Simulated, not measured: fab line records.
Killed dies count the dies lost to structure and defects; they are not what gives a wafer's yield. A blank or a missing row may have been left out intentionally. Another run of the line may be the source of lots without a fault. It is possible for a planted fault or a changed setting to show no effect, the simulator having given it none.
Split-lot experiment	flow gf180mcu	23 wafers read from 5 lots, route of 602 steps

## ABOUT THE SPLIT
At GF_V2_PEB_12 (peb time 90 s), the setting peb-temp-c was moved away from the recipe's 135 C on 9 of the 23 wafers read, by -2.2% to +1.7%. This setting was run at the recipe's value on the other wafers.

## FROM THE SPLIT TO THE READING: what the file shows between them, 1 step
- GF_V2_DEVELOP_13: develop time 60 s

## THE READING
At GF_V2_CD_MEAS_14: cd-nm in nanometres, against a target cd of 260 nm. On this fab line, fault-free wafers typically give 260.1 nm with a standard deviation of 1.3 nm.

wafer	tool, chamber at the split	peb-temp-c as run, C	against the recipe	cd-nm, nm	against lot-mates on the recipe
L074.1	litho-track-01, 0	135	recipe	261.4	-
L074.2	litho-track-01, 0	137.3	+1.7%	265.8	+4.6
L074.3	litho-track-01, 0	135	recipe	261.0	-
L074.5	litho-track-01, 0	137.3	+1.7%	266.5	+5.3
L074.6	litho-track-01, 0	135	recipe	261.1	-
L077.2	litho-track-04, 0	132	-2.2%	250.8	-8.6
L077.3	litho-track-04, 0	135	recipe	260.0	-
L077.4	litho-track-04, 0	135	recipe	258.3	-
L077.5	litho-track-04, 0	132	-2.2%	249.2	-10.2
L077.6	litho-track-04, 0	135	recipe	259.8	-
L079.1	litho-track-04, 0	135	recipe	261.7	-
L079.2	litho-track-04, 0	136.6	+1.2%	266.4	+3.5
L079.3	litho-track-04, 0	135	recipe	264.0	-
L079.4	litho-track-04, 0	136.6	+1.2%	264.7	+1.8
L079.5	litho-track-04, 0	136.6	+1.2%	267.9	+5.0
L080.1	litho-track-03, 0	136.3	+1.0%	261.5	+4.2
L080.2	litho-track-03, 0	135	recipe	256.5	-
L080.3	litho-track-03, 0	135	recipe	258.5	-
L080.4	litho-track-03, 0	136.3	+1.0%	260.5	+3.2
L080.6	litho-track-03, 0	135	recipe	256.8	-
L082.1	litho-track-03, 0	135	recipe	259.7	-
L082.3	litho-track-03, 0	135	recipe	258.8	-
L082.5	litho-track-03, 0	135	recipe	259.1	-

FIT RESULTS
A straight line over all 23 wafers: cd-nm changes by +4.21 nm for each +1% of peb-temp-c; r = +0.90; the points scatter about the line by 2 nm.
The same after taking each lot's own level away (the mean of its wafers on the recipe; 23 wafers): +3.66 nm for each +1%; r = +0.97; scatter 0.99 nm.
Per that fit: largest peb-temp-c move, reading shift of 8.1 nm.
Measured against the standard deviation above, the lots' own levels, which go from 257.27 to 262.85 nm, span 4.3 times it.
In other words, the slope is changed by the lot-to-lot level; the two fits disagree.
Check: for one of the wafers moved furthest among these (-2.2%), held out of the fit, the line's prediction against its lot-mates is -8.38 nm. Against them it came out at -8.57 nm.

## THESE WAFERS: OTHER SPLITS
Other splits were also applied to these wafers ahead of the reading. Each is held against what the fit with the lots' levels taken away leaves over:
other split on the same wafers	wafers away from the commonest value	r with cd-nm (lot level and that fit taken away)
GF_CONTACT_CVD_00 sih4-flow-sccm	12	-0.05
GF_CONTACT_CMP_04 leave-above-ref-nm	5	-0.07
GF_CONTACT_ETCH_16 ion-energy-ev	8	+0.30
GF_V1_CMP_26 t-overpolish-s	5	-0.09
GF_M2_EXPOSE_11 dose-mj	11	-0.08
GF_V2_COAT_09 resist-thk-nm	8	-0.41

## THE WHOLE CHAIN: every reading that the file lists as answering this split, in the file's order
step	what it does	reading	change (the file's fit)	r (the file's)
GF_V2_CD_MEAS_14	target cd 260 nm	cd-nm	+3.64 nm for each +1% of the setting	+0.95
GF_V2_ETCH_16	etches BARC in N2/H2	V2.cd-nm (the simulator's own value, which no gauge read)	+3.54 nm for each +1% of the setting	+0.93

## FILE'S OWN FIT
cd-nm changes by +3.64 nm for each +1% of peb-temp-c, r = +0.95.
